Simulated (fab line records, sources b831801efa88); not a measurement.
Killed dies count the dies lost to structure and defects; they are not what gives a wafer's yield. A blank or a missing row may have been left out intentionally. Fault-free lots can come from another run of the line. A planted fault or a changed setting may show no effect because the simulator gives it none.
fab line records	flow sky130
record: lots: 15	wafers: 45	last-day: 50
route steps=708 shown METAL2@498 VIA2@509
lots untouched by any fault: they come from a run of this same line in which no faults occurred
start-h: hours from the record's first day to the start of the lot's first wafer shown	wait-h: hours from the lot's prior step to this one	" the same as in the row above	L1.1+2: several wafers, shown together as one row	- no value present, or no start provided	* or withheld: withheld	< > ~ a bound
route shown NAME@n: a module of which the file shows steps, and the number in the route of the first	usual: the fault-free wafers' mean and standard deviation	same: alike in all rows	chamber/n: place in a boat	sites: readings site by site	_std_site: standard deviation of those values	_edge_site: outer sites' mean less inner sites'	radius-mm: for every site, how far away it sits from the centre of the wafer	mask NAME#n: copy n	behind: the tool/chamber that last shaped the wafer	hold: the reason the lot was held/the length of the hold in hours/how it ended	device: whichever transistor did not switch (one of n, p or np)	end of line: the tests these same wafers got at the end of their route	where a step has no rows: the recipe by itself	killed: the dies lost at the first sort to structure and to defects; this is not the yield of the wafer	map: a wafer's dies, x killed, . not, _ none there
set.NAME: the setting as run; set.NAME@STEP: as run at that earlier step	model.NAME: the simulator's own value behind a step, which no gauge read
one table for each step of the route and one row for each wafer, over a sample of lots
services: when a tool's chamber went out of use (start-h, in hours from the record's first day, below 0 if earlier), for how many hours, and the reason
== steps ==
step: SKY_METAL2_CD_MEAS_15
recipe: target-cd-nm: 140
usual: cd-nm: 140.3/1.6
lot.wafer	tool	chamber	start-h	wait-h	cd-nm
L499.2	cd-sem-02	-	831.79	-	141.5
L499.3	"	-	"	"	140.8
L499.5	"	-	"	"	141.6
L500.1	cd-sem-02	-	835.52	-	139.3
L500.2	"	-	"	"	138.2
L500.3	"	-	"	"	140.5
L502.1	cd-sem-01	-	840.77	-	139.4
L502.4	"	-	"	"	138.9
L502.5	"	-	"	"	136.8
L505.2	cd-sem-02	-	865.85	-	139.7
L505.3	"	-	"	"	140.2
L505.5	"	-	"	"	139.0
L506.3	cd-sem-02	-	872.22	-	142.5
L506.4	"	-	"	"	142.2
L506.5	"	-	"	"	142.7
L507.3	cd-sem-02	-	878.61	-	140.2
L507.5	"	-	"	"	142.5
L507.6	"	-	"	"	143.0
L508.1	cd-sem-02	-	889.82	-	139.9
L508.2	"	-	"	"	139.7
L508.6	"	-	"	"	139.8
L510.1	cd-sem-01	-	912.17	-	140.5
L510.2	"	-	"	"	138.4
L510.6	"	-	"	"	141.1
L512.1	cd-sem-01	-	922.87	-	140.0
L512.3	"	-	"	"	140.0
L512.5	"	-	"	"	139.5
L514.1	cd-sem-02	-	930.62	-	140.7
L514.2	"	-	"	"	140.9
L514.6	"	-	"	"	141.3
L516.2	cd-sem-01	-	943.89	-	142.5
L516.4	"	-	"	"	141.3
L516.6	"	-	"	"	142.3
L517.2	cd-sem-01	-	957.69	-	137.7
L517.3	"	-	"	"	138.9
L517.5	"	-	"	"	138.2
L520.1	cd-sem-01	-	973.63	-	139.3
L520.3	"	-	"	"	140.3
L520.6	"	-	"	"	140.8
L521.1	cd-sem-01	-	975.08	-	141.3
L521.3	"	-	"	"	141.6
L521.5	"	-	"	"	142.9
L522.1	cd-sem-02	-	986.27	-	140.8
L522.2	"	-	"	"	139.9
L522.6	"	-	"	"	139.5
step: SKY_VIA2_CMP_02
recipe: material: SiO2	down-force-psi: 4	platen-rpm: 60	pad-velocity-m-s: 0.94248
usual: motor-current-A: 11.7/1.2
lot.wafer	tool	chamber	start-h	wait-h	motor-current-A
L499.2	cmp-02	3	833.73	0.9	11.9
L499.3	"	0	"	"	10.3
L499.5	"	3	"	"	11.2
L500.2	cmp-01	2	836.77	0.2	11.1
L500.1	"	0	"	"	10.1
L500.3	"	1	"	"	12.3
L502.4	cmp-01	2	841.90	0.0	11.1
L502.1	"	3	"	"	13.5
L502.5	"	2	"	"	11.2
L505.3	cmp-01	0	867.00	0.1	10.1
L505.2	"	2	"	"	11.7
L505.5	"	3	"	"	13.6
L506.4	cmp-02	2	873.35	0.1	12.0
L506.3	"	3	"	"	11.8
L506.5	"	2	"	"	12.8
L507.3	cmp-01	1	879.74	0.1	13.3
L507.6	"	0	"	"	9.9
L507.5	"	1	"	"	12.1
L508.2	cmp-01	1	891.06	0.1	12.1
L508.1	"	2	"	"	11.3
L508.6	"	1	"	"	12.7
L510.1	cmp-02	0	913.34	0.1	9.9
L510.2	"	1	"	"	10.9
L510.6	"	3	"	"	11.9
L512.3	cmp-02	3	924.07	0.1	11.1
L512.1	"	1	"	"	11.4
L512.5	"	2	"	"	13.1
L514.2	cmp-01	3	931.74	0.0	13.7
L514.1	"	0	"	"	10.5
L514.6	"	0	"	"	10.8
L516.2	cmp-01	2	945.03	0.1	11.5
L516.4	"	3	"	"	12.2
L516.6	"	2	"	"	10.6
L517.3	cmp-01	1	958.89	0.1	13.1
L517.2	"	2	"	"	11.4
L517.5	"	0	"	"	9.9
L520.3	cmp-02	1	974.94	0.1	11.5
L520.1	"	2	"	"	13.1
L520.6	"	0	"	"	10.6
L521.3	cmp-01	0	976.33	0.1	10.7
L521.1	"	1	"	"	13.2
L521.5	"	2	"	"	10.6
L522.1	cmp-01	2	987.54	0.2	11.3
L522.2	"	3	"	"	12.8
L522.6	"	1	"	"	12.9
step: SKY_VIA2_BOW_MEAS_03
recipe: mode: bow
usual: VIA2_BOW: 86/7.6
lot.wafer	tool	chamber	start-h	wait-h	VIA2_BOW[um]
L499.2	film-metro-01	-	834.05	0.3	90
L499.3	"	-	"	"	82
L499.5	"	-	"	"	82
L500.1	film-metro-02	-	837.07	0.1	74
L500.2	"	-	"	"	76
L500.3	"	-	"	"	79
L502.1	film-metro-02	-	842.20	0.2	87
L502.4	"	-	"	"	92
L502.5	"	-	"	"	94
L505.2	film-metro-03	-	867.27	0.1	79
L505.3	"	-	"	"	87
L505.5	"	-	"	"	82
L506.3	film-metro-03	-	873.64	0.2	87
L506.4	"	-	"	"	88
L506.5	"	-	"	"	87
L507.3	film-metro-03	-	880.03	0.2	91
L507.5	"	-	"	"	96
L507.6	"	-	"	"	91
L508.1	film-metro-01	-	891.31	0.1	92
L508.2	"	-	"	"	90
L508.6	"	-	"	"	93
L510.1	film-metro-01	-	913.59	0.2	94
L510.2	"	-	"	"	87
L510.6	"	-	"	"	95
L512.1	film-metro-03	-	924.32	0.1	86
L512.3	"	-	"	"	81
L512.5	"	-	"	"	84
L514.1	film-metro-01	-	932.04	0.2	92
L514.2	"	-	"	"	81
L514.6	"	-	"	"	93
L516.2	film-metro-03	-	945.35	0.3	94
L516.4	"	-	"	"	88
L516.6	"	-	"	"	82
L517.2	film-metro-03	-	959.11	0.1	88
L517.3	"	-	"	"	95
L517.5	"	-	"	"	109
L520.1	film-metro-03	-	975.14	0.1	87
L520.3	"	-	"	"	80
L520.6	"	-	"	"	90
L521.1	film-metro-02	-	976.53	0.1	83
L521.3	"	-	"	"	74
L521.5	"	-	"	"	79
L522.1	film-metro-02	-	987.76	0.2	94
L522.2	"	-	"	"	92
L522.6	"	-	"	"	75
step: SKY_VIA2_CVD_21
recipe: material: W	target-thk-nm: 420	time-s: 126.4	temp-c: 400	pressure-torr: 40
usual: chamber-pressure-Torr: 40.00/0.093	heater-power-outer-w: 515/36	heater-power-w: 857/59
lot.wafer	tool	chamber	start-h	wait-h	chamber-pressure-Torr	heater-power-outer-w	heater-power-w
L499.2	cvd-w-01	0	860.78	0.0	39.84	509	818
L499.3	"	0	"	"	40.05	509	849
L499.5	"	0	"	"	39.93	508	844
L500.1	cvd-w-01	0	864.19	0.0	40.16	510	837
L500.2	"	1	"	"	39.77	536	896
L500.3	"	1	"	"	39.89	527	904
L502.1	cvd-w-01	1	869.28	0.0	39.92	516	873
L502.4	"	0	"	"	39.92	519	840
L502.5	"	0	"	"	39.92	533	840
L505.2	cvd-w-02	0	893.05	0.0	39.93	604	943
L505.3	"	1	"	"	40.08	450	753
L505.5	"	0	"	"	39.87	601	965
L506.3	cvd-w-02	0	899.96	0.1	-	-	-
L506.4	"	1	"	"	-	-	-
L506.5	"	1	"	"	-	-	-
L507.3	cvd-w-01	1	906.69	0.1	-	-	-
L507.5	"	1	"	"	-	-	-
L507.6	"	0	"	"	-	-	-
L508.1	cvd-w-01	1	917.44	0.0	-	-	-
L508.2	"	0	"	"	-	-	-
L508.6	"	0	"	"	-	-	-
L510.1	cvd-w-01	1	939.18	0.0	39.99	525	917
L510.2	"	0	"	"	40.05	503	868
L510.6	"	1	"	"	39.94	524	903
L512.1	cvd-w-01	0	949.62	0.0	39.98	525	839
L512.3	"	0	"	"	39.98	524	845
L512.5	"	0	"	"	39.94	521	845
L514.1	cvd-w-01	0	956.82	0.0	40.10	512	845
L514.2	"	1	"	"	40.13	523	883
L514.6	"	0	"	"	40.05	518	843
L516.2	cvd-w-01	1	970.39	0.0	39.93	543	905
L516.4	"	1	"	"	40.01	522	911
L516.6	"	1	"	"	40.10	523	881
L517.2	cvd-w-02	1	983.08	0.0	40.08	436	710
L517.3	"	0	"	"	39.95	548	870
L517.5	"	0	"	"	39.95	573	878
L520.1	cvd-w-02	0	999.57	0.0	39.98	552	899
L520.3	"	1	"	"	39.98	425	722
L520.6	"	0	"	"	40.05	545	884
L521.1	cvd-w-01	0	1001.03	0.0	40.03	513	844
L521.3	"	1	"	"	39.96	533	916
L521.5	"	1	"	"	39.95	528	915
L522.1	cvd-w-01	0	1012.09	0.0	39.99	506	823
L522.2	"	1	"	"	39.96	523	939
L522.6	"	1	"	"	39.85	535	917
step: SKY_VIA2_RS_MEAS_22
recipe: thk-meas-gauge: four-point-probe	reads: W_of_VIA2_CVD_21+TiN_of_VIA2_SPUTTER_20
usual: VIA2_W_RS: 0.271/0.0032
lot.wafer	tool	chamber	start-h	wait-h	VIA2_W_RS[ohm/sq]
L499.2	film-metro-02	-	860.93	0.1	0.267
L499.3	"	-	"	"	0.271
L499.5	"	-	"	"	0.266
L500.1	film-metro-02	-	864.32	0.1	0.271
L500.2	"	-	"	"	0.272
L500.3	"	-	"	"	0.272
L502.1	film-metro-01	-	869.41	0.1	0.273
L502.4	"	-	"	"	0.273
L502.5	"	-	"	"	0.275
L505.2	film-metro-01	-	893.20	0.1	0.270
L505.3	"	-	"	"	0.272
L505.5	"	-	"	"	0.268
L506.3	film-metro-01	-	900.09	0.1	58.167
L506.4	"	-	"	"	57.833
L506.5	"	-	"	"	58.001
L507.3	film-metro-02	-	906.81	0.1	57.884
L507.5	"	-	"	"	57.020
L507.6	"	-	"	"	58.203
L508.1	film-metro-03	-	917.57	0.1	58.429
L508.2	"	-	"	"	58.337
L508.6	"	-	"	"	58.157
L510.1	film-metro-03	-	939.31	0.1	0.268
L510.2	"	-	"	"	0.267
L510.6	"	-	"	"	0.269
L512.1	film-metro-01	-	949.75	0.1	0.274
L512.3	"	-	"	"	0.273
L512.5	"	-	"	"	0.274
L514.1	film-metro-01	-	956.95	0.1	0.272
L514.2	"	-	"	"	0.271
L514.6	"	-	"	"	0.273
L516.2	film-metro-03	-	970.54	0.1	0.269
L516.4	"	-	"	"	0.267
L516.6	"	-	"	"	0.269
L517.2	film-metro-02	-	983.23	0.1	0.272
L517.3	"	-	"	"	0.274
L517.5	"	-	"	"	0.274
L520.1	film-metro-02	-	999.70	0.1	0.271
L520.3	"	-	"	"	0.271
L520.6	"	-	"	"	0.272
L521.1	film-metro-01	-	1001.16	0.1	0.266
L521.3	"	-	"	"	0.267
L521.5	"	-	"	"	0.267
L522.1	film-metro-01	-	1012.22	0.1	0.265
L522.2	"	-	"	"	0.266
L522.6	"	-	"	"	0.267
step: SKY_VIA2_THK_MEAS_23
recipe: thk-meas-gauge: xrf	reads: W_of_VIA2_CVD_21
usual: VIA2_W_THK: 425/7.1
lot.wafer	tool	chamber	start-h	wait-h	VIA2_W_THK[nm]
L499.2	film-metro-02	-	861.04	0.1	434
L499.3	"	-	"	"	427
L499.5	"	-	"	"	436
L500.1	film-metro-02	-	864.44	0.1	421
L500.2	"	-	"	"	419
L500.3	"	-	"	"	420
L502.1	film-metro-01	-	869.53	0.1	418
L502.4	"	-	"	"	420
L502.5	"	-	"	"	417
L505.2	film-metro-01	-	893.31	0.1	426
L505.3	"	-	"	"	420
L505.5	"	-	"	"	423
L506.3	film-metro-01	-	900.19	0.1	-
L506.4	"	-	"	"	-
L506.5	"	-	"	"	-
L507.3	film-metro-02	-	906.91	0.1	<0
L507.5	"	-	"	"	-
L507.6	"	-	"	"	<0
L508.1	film-metro-03	-	917.69	0.1	-
L508.2	"	-	"	"	-
L508.6	"	-	"	"	-
L510.1	film-metro-03	-	939.43	0.1	435
L510.2	"	-	"	"	438
L510.6	"	-	"	"	433
L512.1	film-metro-01	-	949.87	0.1	417
L512.3	"	-	"	"	419
L512.5	"	-	"	"	419
L514.1	film-metro-01	-	957.07	0.1	421
L514.2	"	-	"	"	419
L514.6	"	-	"	"	418
L516.2	film-metro-03	-	970.65	0.1	434
L516.4	"	-	"	"	439
L516.6	"	-	"	"	435
L517.2	film-metro-02	-	983.34	0.1	420
L517.3	"	-	"	"	420
L517.5	"	-	"	"	420
L520.1	film-metro-02	-	999.82	0.1	429
L520.3	"	-	"	"	427
L520.6	"	-	"	"	427
L521.1	film-metro-01	-	1001.28	0.1	434
L521.3	"	-	"	"	434
L521.5	"	-	"	"	432
L522.1	film-metro-01	-	1012.34	0.1	432
L522.2	"	-	"	"	429
L522.6	"	-	"	"	428
step: SKY_VIA2_CMP_24
recipe: stop-on: SiO2	t-overpolish-s: 20	down-force-psi: 3.5	platen-rpm: 60	target-thk-nm: 0	pad-velocity-m-s: 0.94248
usual: motor-current-A: 10.7/1	time-to-endpoint-s: 101/3.4
lot.wafer	tool	chamber	start-h	wait-h	motor-current-A	time-to-endpoint-s
L499.3	cmp-01	2	861.14	0.1	10.0	109
L499.2	"	3	"	"	12.5	105
L499.5	"	1	"	"	11.7	108
L500.2	cmp-01	0	864.52	0.1	9.4	104
L500.1	"	1	"	"	11.4	105
L500.3	"	2	"	"	10.3	104
L502.4	cmp-02	2	869.69	0.1	11.6	100
L502.1	"	3	"	"	10.6	97
L502.5	"	1	"	"	10.6	96
L505.3	cmp-01	0	893.46	0.1	9.4	100
L505.2	"	1	"	"	12.0	103
L505.5	"	3	"	"	12.9	103
L506.4	cmp-02	3	900.28	0.1	10.1	2
L506.3	"	0	"	"	9.4	0
L506.5	"	2	"	"	11.9	5
L507.3	cmp-02	1	907.00	0.1	10.8	6
L507.6	"	0	"	"	9.5	2
L507.5	"	1	"	"	10.4	6
L508.1	cmp-02	1	917.85	0.1	11.2	3
L508.2	"	2	"	"	11.8	5
L508.6	"	0	"	"	9.6	2
L510.1	cmp-01	0	939.54	0.1	9.6	104
L510.2	"	2	"	"	10.1	108
L510.6	"	0	"	"	9.1	104
L512.1	cmp-02	0	950.03	0.1	9.7	99
L512.3	"	1	"	"	11.3	103
L512.5	"	2	"	"	11.2	106
L514.2	cmp-01	2	957.18	0.1	9.9	103
L514.1	"	3	"	"	12.1	97
L514.6	"	2	"	"	9.7	102
L516.2	cmp-02	3	970.83	0.2	10.1	105
L516.4	"	1	"	"	10.7	100
L516.6	"	0	"	"	9.4	101
L517.3	cmp-01	1	983.39	0.0	10.9	101
L517.2	"	3	"	"	12.3	102
L517.5	"	1	"	"	11.8	102
L520.1	cmp-01	2	999.88	0.1	10.4	100
L520.3	"	0	"	"	9.5	98
L520.6	"	2	"	"	10.1	103
L521.3	cmp-02	3	1001.39	0.1	9.9	103
L521.1	"	0	"	"	9.4	101
L521.5	"	3	"	"	10.7	105
L522.2	cmp-01	0	1012.45	0.1	9.4	101
L522.1	"	1	"	"	12.1	103
L522.6	"	0	"	"	9.5	100
== services ==
tool	chamber	start-h	hours	kind
cmp-01	-	822.94	3.6	pm
cmp-02	-	827.09	6.3	pm
cmp-01	-	831.97	3.4	repair
cmp-01	-	854.05	3.3	pm
cvd-w-02	-	904.00	14.0	pm
cvd-w-02	0	904.00	14.0	vent-cycle
cvd-w-02	1	904.00	14.0	vent-cycle
cmp-01	-	912.00	4.0	pm
cmp-01	-	916.00	-	consumable-replace:conditioner
cmp-01	-	916.00	-	consumable-replace:pad
cvd-w-02	0	918.00	-	clean
cvd-w-02	1	918.00	-	clean
cmp-02	-	931.77	1.3	repair
cmp-02	-	954.67	0.9	repair
cvd-w-02	-	961.55	14.6	pm
cvd-w-02	-	997.14	1.5	repair
cmp-02	-	1004.01	5.1	pm
== key ==
first-sign: step: SKY_VIA2_CVD_21	reading: tool-record	direction: missing
effect: step: SKY_VIA2_RS_MEAS_22	reading: VIA2_W_RS	direction: up	sigmas: 99+	usual: 0.271	struck: 58.004
effect: step: SKY_VIA2_THK_MEAS_23	reading: VIA2_W_THK	direction: missing
effect: step: SKY_VIA2_CMP_24	reading: time-to-endpoint-s	direction: down	sigmas: 28	usual: *	struck: *
met-at SKY_VIA2_CVD_21
struck-lots L506,L507,L508
later-rows-left-out L506.3,L506.4,L506.5,L507.3,L507.5,L507.6,L508.1,L508.2,L508.6
sort-left-out L506.3,L506.4,L506.5,L507.3,L507.5,L507.6,L508.1,L508.2,L508.6
not-acting-at SKY_METAL2_CD_MEAS_15,SKY_VIA2_CMP_02,SKY_VIA2_BOW_MEAS_03
onset-between 893.05 899.96
fault: kind: skipped-step-whole	tool: cvd-w-01,cvd-w-02	chamber: -	onset-h: 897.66	steps: SKY_VIA2_CVD_21	scope: struck-lots-only
sort-left-out: the simulated sort isn't trusted on such a fault, so these wafers' sort isn't shown, and their yield isn't known
later-rows-left-out: the simulator's readings of these wafers behind a module that went badly wrong aren't trusted and aren't shown, but for the sort
